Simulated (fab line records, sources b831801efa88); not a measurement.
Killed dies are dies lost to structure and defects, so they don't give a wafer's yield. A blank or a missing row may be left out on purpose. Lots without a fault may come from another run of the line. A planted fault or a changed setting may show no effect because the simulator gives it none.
fab line records | flow gf180mcu
record lots=15 wafers=43 last_day=34
route steps=602 shown HV_LDD@182 M1@315 V1@357 M2@363
lots that met no fault: from a run of the same line without faults
start_h: hours from the record's first day to the start of the lot's first wafer shown | wait_h: hours since the lot's step before | " the same as in the row above | L1.1+2: a row that stands for several wafers | - no value, or no start given | * or withheld: withheld | < > ~ a bound
route shown NAME@n: a module of which the file shows steps, and the number in the route of the first | usual: mean/standard deviation of fault-free wafers | same: alike in all rows | chamber/n: place in a boat | sites: the reading at each site | _std_site: their standard deviation | _edge_site: outer sites' mean less inner sites' | radius_mm: how far each site lies from the wafer's centre | mask NAME#n: copy n | behind: the tool/chamber that last shaped the wafer | hold: why the lot was held/for how many hours/how that ended | device: the transistor (n, p or np) that didn't switch | end of line: the same wafers' tests at the end of the route | a step without rows: its recipe alone | killed: dies lost to structure and defects at the first sort, not the wafer's yield | map: a wafer's dies, x killed, . not, _ none there
set.NAME: the setting as run; set.NAME@STEP: as run at that earlier step | model.NAME: the simulator's own value behind a step, which no gauge read
steps of the route over a sample of lots; a table a step, a row a wafer
services: from which hour (start_h, from the record's first day; less than 0 if before it) a tool's chamber was out of use, for how many hours, and why
## steps
# step GF_HV_LDD_DEVELOP_06
# recipe develop_time_s=60 dev_temp_c=23
# columns lot.wafer tool chamber start_h wait_h
L678.1+4+6 litho_track-01 0 215.61 0.1
L680.1+4+6 litho_track-01 0 234.51 0.1
L681.1+2+6 litho_track-01 0 242.01 0.1
L683.3+5+6 litho_track-01 0 257.21 0.1
L684.2+4+6 litho_track-03 0 261.71 0.1
L686.1+4+5 litho_track-02 0 279.08 0.1
L687.1+2+4 litho_track-01 0 281.76 0.1
L688.1+3+6 litho_track-02 0 290.03 0.1
L689.1+2+4 litho_track-02 0 295.33 0.1
L690.1+2+4 litho_track-02 0 302.63 0.1
L691.1+2+6 litho_track-01 0 309.35 0.1
L692.1+4+6 litho_track-01 0 324.30 0.1
L693.3+4 litho_track-01 0 331.15 0.1
L694.1+3 litho_track-01 0 333.00 0.1
L697.3+4+6 litho_track-01 0 360.40 0.1
# step GF_HV_LDD_CD_MEAS_07
# recipe target_cd_nm=400
# usual cd_nm=400.0/2.1
# columns lot.wafer tool chamber start_h wait_h cd_nm
L678.1 cd_sem-02 - 215.76 0.1 400.0
L678.4 " - " " 399.9
L678.6 " - " " 400.0
L680.1 cd_sem-01 - 234.66 0.1 399.7
L680.4 " - " " 400.7
L680.6 " - " " 400.3
L681.1 cd_sem-01 - 242.27 0.2 395.3
L681.2 " - " " 396.1
L681.6 " - " " 395.9
L683.3 cd_sem-01 - 257.35 0.1 404.9
L683.5 " - " " 404.8
L683.6 " - " " 404.3
L684.2 cd_sem-01 - 261.95 0.2 399.7
L684.4 " - " " 399.2
L684.6 " - " " 400.3
L686.1 cd_sem-02 - 279.23 0.1 398.9
L686.4 " - " " 400.7
L686.5 " - " " 398.8
L687.1 cd_sem-02 - 281.91 0.1 402.3
L687.2 " - " " 401.3
L687.4 " - " " 397.8
L688.1 cd_sem-01 - 290.18 0.1 400.6
L688.3 " - " " 400.5
L688.6 " - " " 400.3
L689.1 cd_sem-02 - 295.48 0.1 398.3
L689.2 " - " " 399.3
L689.4 " - " " 400.4
L690.1 cd_sem-02 - 302.78 0.1 401.1
L690.2 " - " " 400.7
L690.4 " - " " 400.2
L691.1 cd_sem-01 - 309.50 0.1 400.2
L691.2 " - " " 399.8
L691.6 " - " " 397.9
L692.1 cd_sem-01 - 324.45 0.1 400.3
L692.4 " - " " 400.2
L692.6 " - " " 400.4
L693.3 cd_sem-01 - 331.29 0.1 333.4
L693.4 " - " " 332.0
L694.1 cd_sem-02 - 333.15 0.1 399.4
L694.3 " - " " 330.7
L697.3 cd_sem-01 - 360.54 0.1 335.3
L697.4 " - " " 335.0
L697.6 " - " " 399.6
# step GF_M1_SPUTTER_00
# recipe material=Ti target_thk_nm=37.5 arriving_ion_energy_ev=80 substrate_temp_c=200 chamber_pressure_pa=2 power_w=4000 time_s=150
# usual throttle_valve_pct=29.9/1.2
# columns lot.wafer tool chamber start_h wait_h throttle_valve_pct
L678.1 pvd_sputter-01 - 362.43 0.2 30.8
L678.4 " - " " 28.1
L678.6 " - " " 31.1
L680.1 pvd_sputter-01 - 386.93 0.1 30.9
L680.4 " - " " 27.8
L680.6 " - " " 31.1
L681.1 pvd_sputter-01 - 395.68 0.2 30.8
L681.2 " - " " 31.2
L681.6 " - " " 31.1
L683.3 pvd_sputter-04 - 414.98 0.2 28.7
L683.5 " - " " 28.9
L683.6 " - " " 29.7
L684.2 pvd_sputter-03 - 419.38 0.2 31.0
L684.4 " - " " 29.1
L684.6 " - " " 30.2
L686.1 pvd_sputter-03 - 441.05 0.2 28.9
L686.4 " - " " 30.5
L686.5 " - " " 28.9
L687.1 pvd_sputter-04 - 444.06 0.1 28.7
L687.2 " - " " 30.0
L687.4 " - " " 28.7
L688.1 pvd_sputter-03 - 455.87 0.1 30.8
L688.3 " - " " 30.5
L688.6 " - " " 30.4
L689.1 pvd_sputter-03 - 460.07 0.1 28.7
L689.2 " - " " 30.5
L689.4 " - " " 30.0
L690.1 pvd_sputter-01 - 471.07 0.2 27.7
L690.2 " - " " 31.2
L690.4 " - " " 31.0
L691.1 pvd_sputter-04 - 478.71 0.1 28.3
L691.2 " - " " 28.7
L691.6 " - " " 28.8
L692.1 pvd_sputter-04 - 495.81 0.2 29.1
L692.4 " - " " 28.4
L692.6 " - " " 29.8
L693.3 pvd_sputter-01 - 504.38 0.1 28.0
L693.4 " - " " 31.4
L694.1 pvd_sputter-01 - 507.53 0.2 31.2
L694.3 " - " " 30.9
L697.3 pvd_sputter-04 - 533.80 0.2 28.3
L697.4 " - " " 29.8
L697.6 " - " " 29.9
# step GF_V1_SPUTTER_22
# recipe material=TiN target_thk_nm=10 chamber_pressure_pa=5 power_w=4000 time_s=40
# usual throttle_valve_pct=30.0/1
# columns lot.wafer tool chamber start_h wait_h throttle_valve_pct
L678.1 pvd_sputter-04 - 409.97 0.0 28.7
L678.4 " - " " 29.8
L678.6 " - " " 30.0
L680.1 pvd_sputter-02 - 435.87 0.0 30.4
L680.4 " - " " 31.7
L680.6 " - " " 31.4
L681.1 pvd_sputter-04 - 446.01 0.0 30.0
L681.2 " - " " 28.2
L681.6 " - " " 30.0
L683.3 pvd_sputter-02 - 466.53 0.0 31.3
L683.5 " - " " 31.9
L683.6 " - " " 30.1
L684.2 pvd_sputter-03 - 470.91 0.0 31.1
L684.4 " - " " 29.1
L684.6 " - " " 30.1
L686.1 pvd_sputter-04 - 491.41 0.0 29.8
L686.4 " - " " 28.4
L686.5 " - " " 29.9
L687.1 pvd_sputter-03 - 494.58 0.0 30.2
L687.2 " - " " 30.4
L687.4 " - " " 29.2
L688.1 pvd_sputter-02 - 506.88 0.0 32.0
L688.3 " - " " 29.1
L688.6 " - " " 28.9
L689.1 pvd_sputter-02 - 510.25 0.0 31.9
L689.2 " - " " 30.3
L689.4 " - " " 29.2
L690.1 pvd_sputter-04 - 520.39 0.0 29.8
L690.2 " - " " 28.4
L690.4 " - " " 28.7
L691.1 pvd_sputter-02 - 528.36 0.0 31.4
L691.2 " - " " 29.0
L691.6 " - " " 31.7
L692.1 pvd_sputter-03 - 544.43 0.0 30.5
L692.4 " - " " 29.1
L692.6 " - " " 30.8
L693.3 pvd_sputter-04 - 552.76 0.0 30.1
L693.4 " - " " 28.5
L694.1 pvd_sputter-03 - 555.91 0.0 30.4
L694.3 " - " " 29.0
L697.3 pvd_sputter-03 - 581.31 0.0 30.8
L697.4 " - " " 30.2
L697.6 " - " " 30.4
# step GF_M2_SPUTTER_01
# recipe material=TiN target_thk_nm=30 power_w=6500 time_s=25 chamber_pressure_pa=0.4
# usual throttle_valve_pct=30.4/1.1
# columns lot.wafer tool chamber start_h wait_h throttle_valve_pct
L678.1 pvd_sputter-02 - 410.71 0.1 28.9
L678.4 " - " " 30.3
L678.6 " - " " 29.0
L680.1 pvd_sputter-01 - 436.60 0.1 30.7
L680.4 " - " " 27.9
L680.6 " - " " 31.0
L681.1 pvd_sputter-01 - 446.74 0.1 31.2
L681.2 " - " " 27.7
L681.6 " - " " 30.9
L683.3 pvd_sputter-02 - 467.48 0.1 28.9
L683.5 " - " " 31.8
L683.6 " - " " 30.4
L684.2 pvd_sputter-03 - 471.64 0.1 30.2
L684.4 " - " " 30.8
L684.6 " - " " 30.4
L686.1 pvd_sputter-02 - 492.14 0.1 32.1
L686.4 " - " " 30.1
L686.5 " - " " 30.5
L687.1 pvd_sputter-02 - 495.32 0.1 28.9
L687.2 " - " " 31.4
L687.4 " - " " 31.6
L688.1 pvd_sputter-03 - 507.61 0.1 30.2
L688.3 " - " " 30.5
L688.6 " - " " 29.0
L689.1 pvd_sputter-03 - 510.99 0.1 30.7
L689.2 " - " " 28.9
L689.4 " - " " 30.4
L690.1 pvd_sputter-02 - 521.12 0.1 30.2
L690.2 " - " " 32.0
L690.4 " - " " 31.4
L691.1 pvd_sputter-03 - 529.09 0.1 28.9
L691.2 " - " " 30.4
L691.6 " - " " 29.2
L692.1 pvd_sputter-02 - 545.16 0.1 30.5
L692.4 " - " " 32.1
L692.6 " - " " 31.6
L693.3 pvd_sputter-03 - 553.50 0.1 30.1
L693.4 " - " " 30.9
L694.1 pvd_sputter-03 - 556.64 0.1 29.0
L694.3 " - " " 30.2
L697.3 pvd_sputter-02 - 582.05 0.1 29.2
L697.4 " - " " 30.1
L697.6 " - " " 31.5
## services
# columns tool chamber start_h hours kind
pvd_sputter-01 - 195.32 1.8 repair
pvd_sputter-02 - 235.73 0.9 repair
pvd_sputter-03 - 249.99 3.0 repair
pvd_sputter-03 1 280.70 - consumable_replace:kit
pvd_sputter-03 1 280.70 18.0 scheduled_down
pvd_sputter-03 1 280.70 18.0 vent_cycle
pvd_sputter-02 0 312.39 - consumable_replace:kit
pvd_sputter-02 0 312.39 18.0 scheduled_down
pvd_sputter-02 0 312.39 18.0 vent_cycle
pvd_sputter-01 3 384.56 - consumable_replace:kit
pvd_sputter-01 3 384.56 18.0 scheduled_down
pvd_sputter-01 3 384.56 18.0 vent_cycle
pvd_sputter-01 - 398.68 1.9 repair
pvd_sputter-03 0 428.94 - consumable_replace:kit
pvd_sputter-03 0 428.94 18.0 scheduled_down
pvd_sputter-03 0 428.94 18.0 vent_cycle
pvd_sputter-02 - 469.09 4.3 repair
pvd_sputter-04 - 504.29 16.0 repair
pvd_sputter-02 - 507.41 1.7 repair
pvd_sputter-01 - 510.15 2.3 repair
pvd_sputter-02 - 555.71 0.6 repair
pvd_sputter-01 2 561.32 - consumable_replace:kit
pvd_sputter-01 2 561.32 18.0 scheduled_down
pvd_sputter-03 - 577.76 1.9 repair
## key
first_sign step=GF_HV_LDD_CD_MEAS_07 reading=cd_nm direction=down sigmas=32 usual=400.0 struck=333.3
effect none on later readings
met_at GF_HV_LDD_DEVELOP_06
struck_lots L693,L694,L697
struck_wafers L693.3,L693.4,L694.3,L697.3,L697.4
tester_left_out L693,L694,L697
not_acting_at GF_M1_SPUTTER_00,GF_V1_SPUTTER_22,GF_M2_SPUTTER_01
onset_between 324.30 331.15
fault kind=process_parameter_drift tool=litho_track-01 chamber=- onset_h=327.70 steps=GF_HV_LDD_DEVELOP_06 channel=develop_time_s offset=* shape=step end_h=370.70 scope=struck_wafers_only acts_in=* stated=*
# tester_left_out: of these lots the tester's yield and bins aren't shown, on N5 and GAA mostly nor the transistor test; their killed dies are dies lost to structure and defects alone, not to doping, threshold or leakage, so they don't give the yield
